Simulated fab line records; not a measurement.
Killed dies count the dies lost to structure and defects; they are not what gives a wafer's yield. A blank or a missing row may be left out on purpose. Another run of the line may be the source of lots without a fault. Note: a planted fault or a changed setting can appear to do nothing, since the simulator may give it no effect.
Which of the tools did it? + flow sky130 + 14 lots, 42 wafers sampled, at 2 steps of a route of 708

## WHAT THE GAUGES SHOWED, per wafer
SKY_LI_CONTACT_THK_MEAS_01.
| lot  | measured     | on            | LI_CONTACT_HDPCVD_THK (nm) |
|------|--------------|---------------|----------------------------|
| L329 | day 27 14:25 | film_metro-01 | 913 915 942                |
| L330 | day 28 01:14 | film_metro-04 | 917 918 927                |
| L331 | day 28 19:37 | film_metro-04 | 919 922 936                |
| L333 | day 29 06:58 | film_metro-04 | 929 923 951                |
| L332 | day 29 10:13 | film_metro-01 | 931 926 946                |
| L334 | day 29 14:08 | film_metro-04 | 931 934 939                |
| L335 | day 30 06:16 | film_metro-01 | 927 931 941                |
| L336 | day 30 09:46 | film_metro-01 | 933 929 941                |
| L337 | day 30 14:43 | film_metro-03 | 925 927 924                |
| L338 | day 31 01:44 | film_metro-04 | 931 921 940                |
| L346 | day 33 13:59 | film_metro-03 | 1210 1206 1205             |
| L348 | day 34 04:22 | film_metro-04 | 1204 1216 1196             |
| L349 | day 34 14:44 | film_metro-04 | 954 934 956                |
| L350 | day 35 03:36 | film_metro-04 | 918 941 938                |

## TOOL THAT RAN EACH LOT (tool first, then ch and the chambers of the sampled wafers, then the start)
| lot  | SKY_LI_CONTACT_HDPCVD_00         |
|------|----------------------------------|
| L329 | hdpcvd-02 ch 0,1, day 27 14:19   |
| L330 | hdpcvd-02 ch 0,2, day 28 01:08   |
| L331 | hdpcvd-02 ch 0,2, day 28 19:31   |
| L333 | hdpcvd-02 ch 0,1,2, day 29 06:52 |
| L332 | hdpcvd-01 ch 0,1,2, day 29 10:06 |
| L334 | hdpcvd-02 ch 0,2, day 29 14:01   |
| L335 | hdpcvd-02 ch 0,1,2, day 30 06:10 |
| L336 | hdpcvd-01 ch 0,1, day 30 09:40   |
| L337 | hdpcvd-02 ch 0,1, day 30 14:36   |
| L338 | hdpcvd-02 ch 0,2, day 31 01:36   |
| L346 | hdpcvd-02 ch 1,2, day 33 13:53   |
| L348 | hdpcvd-02 ch 1,2, day 34 04:16   |
| L349 | hdpcvd-01 ch 0,1,2, day 34 14:37 |
| L350 | hdpcvd-01 ch 1,2, day 35 03:29   |
- SKY_LI_CONTACT_HDPCVD_00: deposits PSG, target thk 930 nm, time 155 s.

## AS READ BY THE TOOLS THEMSELVES (means over the sampled wafers that have a number; for cases with no such wafer, the mark the record gives instead)
The record holds no such reading with a usual standard deviation.

## THE ANSWER, worked out from the rows above alone
Rule: usual is defined by the lots themselves. The widest of any qualifying gaps counts: lots, ordered by their means at a reading, are off when they make up no more than a third of the lots, leave a main group of 4 or more, and stand apart from it by 3 or more times the standard deviation of that group's means. A main group is skipped when, at the precision printed for the reading in the tables above, its means are all equal. Also off: a lot with no number at a reading for which 4 or more lots have one. All remaining lots with rows at the step are treated as sound. After the gauges, taken in route order, come the tools' own readings; for these a lot's mean is taken, as printed above. The first step at which some lot is off is used, and at that step the reading that is off furthest; a lot without a number counts as furthest.
Off: L346, L348, at SKY_LI_CONTACT_THK_MEAS_01 (LI_CONTACT_HDPCVD_THK). Mean 931 nm and standard deviation 6.9 in the main group.
A tool fits if, at a process step before that reading, it ran every lot that is off, and no sound lot after the first of them. Gauges at SKY_LI_CONTACT_THK_MEAS_01: tried the same way as those tools. One fits: SKY_LI_CONTACT_HDPCVD_00 on hdpcvd-02. A fault onset in the window from L338 (day 31 01:36, its last sound lot) to L346 (day 33 13:53, its first lot off) fits.

## WHAT WAS PUT IN BY THE SIMULATOR
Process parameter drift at SKY_LI_CONTACT_HDPCVD_00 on hdpcvd-02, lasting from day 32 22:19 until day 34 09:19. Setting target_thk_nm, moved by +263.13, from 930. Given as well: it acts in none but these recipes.
Struck lots among those shown: L346, L348. The same result came from the rule above.
